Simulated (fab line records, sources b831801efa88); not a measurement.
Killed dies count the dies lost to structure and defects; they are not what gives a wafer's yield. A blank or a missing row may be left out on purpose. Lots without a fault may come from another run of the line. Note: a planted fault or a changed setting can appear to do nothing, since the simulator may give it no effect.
Which of the tools did it? + flow gf180mcu + 11 lots with 33 wafers sampled at 5 steps, on a route of 602 steps

== WHAT THE GAUGES SHOWED, per wafer ==
GF_M2_CD_MEAS_14: target cd 280 nm.
| lot  | measured     | on        | cd_nm (nm)        |
|------|--------------|-----------|-------------------|
| L630 | day 19 02:49 | cd_sem-01 | 280.8 279.6 280.9 |
| L631 | day 19 13:33 | cd_sem-02 | 279.2 279.8 279.1 |
| L632 | day 19 19:24 | cd_sem-02 | 278.8 278.3 280.0 |
| L634 | day 20 21:19 | cd_sem-01 | 280.7 280.5 281.1 |
| L635 | day 21 02:57 | cd_sem-01 | 281.6 279.6 280.5 |
| L642 | day 23 17:58 | cd_sem-02 | 285.5 285.2 285.0 |
| L648 | day 25 18:55 | cd_sem-01 | 282.5 281.8 282.6 |
| L650 | day 26 05:07 | cd_sem-01 | 277.9 277.6 278.4 |
| L651 | day 26 14:13 | cd_sem-01 | 279.2 279.2 280.4 |
| L652 | day 26 20:07 | cd_sem-01 | 280.6 279.4 280.4 |
| L653 | day 27 00:55 | cd_sem-01 | 279.4 281.0 280.3 |

== EACH LOT AND THE TOOL THAT RAN IT (in order: tool; ch and the chambers of the sampled wafers; start) ==
| lot  | GF_V1_CMP_26                  | GF_M2_SPUTTER_00             | GF_M2_SPUTTER_04             | GF_M2_COAT_09                     |
|------|-------------------------------|------------------------------|------------------------------|-----------------------------------|
| L630 | cmp-02 ch 0,3, day 18 02:39   | pvd_sputter-01, day 18 02:57 | pvd_sputter-01, day 18 03:08 | litho_track-02 ch 0, day 18 14:59 |
| L631 | cmp-01 ch 0,1,2, day 18 12:53 | pvd_sputter-02, day 18 13:11 | pvd_sputter-02, day 18 13:22 | litho_track-04 ch 0, day 19 00:43 |
| L632 | cmp-01 ch 0,1,2, day 18 19:07 | pvd_sputter-01, day 18 19:25 | pvd_sputter-01, day 18 19:35 | litho_track-02 ch 0, day 19 07:00 |
| L634 | cmp-01 ch 0,3, day 19 20:34   | pvd_sputter-04, day 19 20:49 | pvd_sputter-04, day 19 21:00 | litho_track-01 ch 0, day 20 08:58 |
| L635 | cmp-02 ch 0,1,3, day 20 02:43 | pvd_sputter-02, day 20 02:58 | pvd_sputter-02, day 20 03:09 | litho_track-02 ch 0, day 20 14:51 |
| L642 | cmp-02 ch 0,3, day 22 18:44   | pvd_sputter-04, day 22 19:04 | pvd_sputter-04, day 22 19:15 | litho_track-02 ch 0, day 23 06:09 |
| L648 | cmp-01 ch 0,1, day 24 20:46   | pvd_sputter-02, day 24 21:01 | pvd_sputter-02, day 24 21:11 | litho_track-04 ch 0, day 25 07:47 |
| L650 | cmp-01 ch 0,1, day 25 06:46   | pvd_sputter-01, day 25 07:04 | pvd_sputter-01, day 25 07:15 | litho_track-04 ch 0, day 25 18:20 |
| L651 | cmp-02 ch 0,1,3, day 25 16:29 | pvd_sputter-01, day 25 16:47 | pvd_sputter-01, day 25 16:58 | litho_track-01 ch 0, day 26 03:14 |
| L652 | cmp-01 ch 0,1,3, day 25 23:16 | pvd_sputter-01, day 25 23:28 | pvd_sputter-01, day 25 23:40 | litho_track-04 ch 0, day 26 09:56 |
| L653 | cmp-02 ch 0,3, day 26 04:08   | pvd_sputter-04, day 26 04:26 | pvd_sputter-04, day 26 04:37 | litho_track-04 ch 0, day 26 15:04 |
- GF_V1_CMP_26: polishes, stops on SiO2, t overpolish 15 s, target thk 0 nm.
- GF_M2_SPUTTER_00: material Ti, target thk 37.5 nm, time 150 s.
- GF_M2_SPUTTER_04: material TiN, target thk 50 nm, time 41.7 s.
- GF_M2_COAT_09: resist thk 1000 nm.

== THE ANSWER, worked out from the rows above alone ==
Rule: usual is defined by the lots themselves. The widest of any qualifying gaps counts: lots, ordered by their means at a reading, are off when they make up no more than a third of the lots, leave a main group of 4 or more, and stand apart from it by 3 or more times the standard deviation of that group's means. A main group is skipped when, at the precision printed for the reading in the tables above, its means are all equal. Also off: a lot with no number at a reading for which 4 or more lots have one. Any other lot the step has rows for is counted as sound.
No lot is off on any of the readings shown, so nothing can be concluded from this.

== WHAT THE SIMULATOR HAD INSERTED ==
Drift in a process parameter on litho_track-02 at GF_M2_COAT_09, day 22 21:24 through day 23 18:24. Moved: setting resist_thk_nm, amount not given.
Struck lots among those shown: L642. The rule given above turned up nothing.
